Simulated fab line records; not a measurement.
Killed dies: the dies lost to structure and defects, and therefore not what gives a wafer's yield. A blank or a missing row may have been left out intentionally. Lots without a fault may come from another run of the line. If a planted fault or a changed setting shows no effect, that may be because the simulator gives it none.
One fault through the eyes of 2 desks | flow sky130 | each desk holds nothing but its own numbers, with what lay behind them at the end

THE METROLOGY DESK
What the gauges read for every lot (on any tool): the sampled wafers with a number, averaged. A lot is out of limits, marked OUT, if its mean lies more than 4 standard deviations from the usual mean; the brackets give that distance.
Columns: A = cd-nm at SKY_VT_ADJUST_HVTP_CD_MEAS_07, usual 380.1 nm; B = VT_ADJUST_LVTN_01_OVL at SKY_VT_ADJUST_LVTN_OVL_MEAS_18, usual -1.6 nm
lot  | first seen here | A     | B
L955 | day 6 08:04     | 379.2 | -2.5
L956 | day 6 12:56     | 379.3 | -2.3
L957 | day 6 19:16     | 377.6 | -1.3
L963 | day 8 10:53     | 376.6 | -1.6
L965 | day 8 19:29     | 372.3 | -3.2
L967 | day 9 04:08     | 375.1 | -2.2
L968 | day 9 11:33     | 380.2 | -2.5
L969 | day 9 18:32     | 380.5 | -1.1
L977 | day 12 00:33    | 379.0 | -1.6
L976 | day 12 00:44    | 379.4 | -0.7
L978 | day 12 13:45    | 380.7 | -1.1
This desk found nothing out of limits on any of the 11 lots.

DESK OF THE TOOL OWNER: iline-stepper-02
The tool's own readings at SKY_VT_ADJUST_HVTP_EXPOSE_04 (exposes mask HVTPM, target cd 380 nm): means of the sampled wafers that have a number, for each lot that ran on this tool. A lot is out of limits, marked OUT, if its mean lies more than 4 standard deviations from the usual mean; the brackets give that distance.
Columns: A = focus-offset-nm at SKY_VT_ADJUST_HVTP_EXPOSE_04, usual 0.0 nm
lot  | first seen here | A
L955 | day 5 23:44     | -0.3
L963 | day 8 00:11     | 0.2
L965 | day 8 09:35     | 0.3
L967 | day 8 17:45     | 0.5
L977 | day 11 12:35    | 0.3
This desk found nothing out of limits on any of the 5 lots.

PUT TOGETHER
Nothing out of limits was seen by the metrology desk.
The desk of the tool owner found nothing out of limits.

WHAT HAD BEEN PUT IN BY THE SIMULATOR
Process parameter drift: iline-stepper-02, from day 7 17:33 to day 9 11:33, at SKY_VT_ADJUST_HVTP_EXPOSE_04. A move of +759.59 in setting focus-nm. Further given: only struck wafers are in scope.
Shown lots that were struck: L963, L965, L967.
